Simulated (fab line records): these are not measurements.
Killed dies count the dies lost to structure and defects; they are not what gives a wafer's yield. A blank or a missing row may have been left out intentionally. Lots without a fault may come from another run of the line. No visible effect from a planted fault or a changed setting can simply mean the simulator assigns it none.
Split-lot study -- flow sfq line -- route with 325 steps; 5 lots, 23 wafers read

== ON THE SPLIT ==
At SFQ_TRILAYER_L0_DEP_SPUTTER_003 (material MoNx KI, target thk 40 nm, time 100 s), the setting time s was moved away from the recipe's 100 s on 6 of the 23 wafers read, by -12.8% to +8.4%. For the rest of the wafers, this setting stayed at what the recipe calls for.

== FROM THE SPLIT ON TO THE READING: in between, the file shows 1 step ==
- SFQ_L0_RS_MEAS_901: measures by four-point-probe

== THE READING ==
L0_MONX_KI_THK, in nm, at SFQ_L0_THK_MEAS_902 (measures by xrf). Typical for fault-free wafers on this fab line: 40.0 nm, with standard deviation 0.56 nm.

wafer,"tool, chamber at the split","time s as run, s",against the recipe,"L0_MONX_KI_THK, nm",against lot-mates on the recipe
L076.1,"pvd sputter-06, -",108.4,+8.4%,43.3,+2.9
L076.2,"pvd sputter-06, -",100,recipe,40.4,-
L076.3,"pvd sputter-06, -",100,recipe,40.4,-
L076.4,"pvd sputter-06, -",108.4,+8.4%,43.0,+2.6
L076.5,"pvd sputter-06, -",108.4,+8.4%,43.8,+3.4
L077.1,"pvd sputter-03, -",100,recipe,40.9,-
L077.3,"pvd sputter-03, -",100,recipe,39.2,-
L077.4,"pvd sputter-03, -",100,recipe,39.2,-
L077.5,"pvd sputter-03, -",100,recipe,39.8,-
L077.6,"pvd sputter-03, -",100,recipe,39.5,-
L078.1,"pvd sputter-06, -",87.16,-12.8%,35.4,-5.5
L078.3,"pvd sputter-06, -",100,recipe,40.6,-
L078.4,"pvd sputter-06, -",100,recipe,41.1,-
L078.5,"pvd sputter-06, -",87.16,-12.8%,34.5,-6.4
L078.6,"pvd sputter-06, -",87.16,-12.8%,35.9,-5.0
L080.1,"pvd sputter-06, -",100,recipe,40.2,-
L080.3,"pvd sputter-06, -",100,recipe,39.8,-
L080.4,"pvd sputter-06, -",100,recipe,40.5,-
L080.5,"pvd sputter-06, -",100,recipe,39.9,-
L080.6,"pvd sputter-06, -",100,recipe,40.6,-
L082.3,"pvd sputter-06, -",100,recipe,40.5,-
L082.4,"pvd sputter-06, -",100,recipe,40.7,-
L082.6,"pvd sputter-06, -",100,recipe,40.5,-

THE FIT
A straight line over all 23 wafers: L0_MONX_KI_THK changes by +0.382 nm for each +1% of time s; r = +0.97; the points scatter about the line by 0.55 nm.
The same after taking each lot's own level away (the mean of its wafers on the recipe; 23 wafers): +0.408 nm for each +1%; r = +0.98; scatter 0.47 nm.
Per that fit: largest time s move, reading shift of 5.2 nm.
Across the lots, their own levels run from 39.72 to 40.85 nm, a range of 2.0 times the standard deviation given above.
Consequently the slope shifts little with the lot-to-lot level, the two slopes agreeing.
Check: -5.31 nm against its lot-mates is what the line predicts for one of the wafers moved furthest among these (-12.8%) when that wafer is left out of the fit. It came out at -5.45 nm against them.

== THE WHOLE CHAIN: every reading that the file lists as answering this split, in the file's order ==
step,what it does,reading,change (the file's fit),r (the file's)
SFQ_TRILAYER_L0_DEP_SPUTTER_003,"material MoNx KI, target thk 40 nm, time 100 s","MoNx_KI_of_TRILAYER_L0_DEP_SPUTTER_003.thk nm (the simulator's own value, which no gauge read)",+0.402 nm for each +1% of the setting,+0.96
SFQ_L0_RS_MEAS_901,measures by four-point-probe,L0_MONX_KI_RS,-0.459 for each +1% of the setting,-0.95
SFQ_L0_THK_MEAS_902,measures by xrf,L0_MONX_KI_THK,+0.407 for each +1% of the setting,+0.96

== THE FILE'S OWN FIT ==
L0_MONX_KI_THK changes by +0.407 nm for each +1% of time s, r = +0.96.
